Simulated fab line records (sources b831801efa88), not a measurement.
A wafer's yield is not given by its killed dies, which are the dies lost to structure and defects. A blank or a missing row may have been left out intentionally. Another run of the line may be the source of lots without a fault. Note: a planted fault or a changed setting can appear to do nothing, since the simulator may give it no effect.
Matching of chambers -- flow gf180mcu -- cmp-01 running GF_V3_CMP_26: 4 sister chambers
The step polishes, stops on SiO2, t overpolish 15 s, target thk 0 nm. 4 wafers are shown with their chamber, then 10 later ones without.

## WAFERS WITH THEIR CHAMBER
wafer,chamber,motor current A (A)
L082.3,0,10.4
L083.3,1,10.3
L087.1,3,14.3
L087.3,2,9.1

## WAFERS WHOSE CHAMBER IS MISSING
wafer,motor current A (A)
L087.5,9.6
L089.4,14.1
L089.5,9.1
L089.6,14.9
L093.2,10.7
L093.3,15.1
L093.4,10.4
L095.1,9.0
L095.2,14.9
L095.4,10.6

## EACH ONE'S CHAMBER
wafer,from the rows above,in truth
L087.5,can't be placed: 2 or 1 or 0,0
L089.4,3,3
L089.5,2,2
L089.6,3,3
L093.2,can't be placed: 0 or 1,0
L093.3,3,3
L093.4,can't be placed: 0 or 1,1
L095.1,2,2
L095.2,3,3
L095.4,can't be placed: 0 or 1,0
Correct placement for 6 of the 10. From these rows, 4 cannot be placed; in 4 the true chamber is one of the candidates. Wrongly placed: 0.
How it was worked out, from the rows above alone: a wafer's distance from a chamber is the root of the sum, over the readings, of the square of ((its reading less the chamber's mean) divided by the reading's scatter). If the next closest chamber is less than 2 further off than the closest, the wafer can't be placed; otherwise it belongs to the closest. The mean given for a chamber averages the wafers shown for that chamber. The scatter (one wafer shown for each chamber): square how far every hidden wafer sits from the nearest shown wafer, average those squares and take the square root.
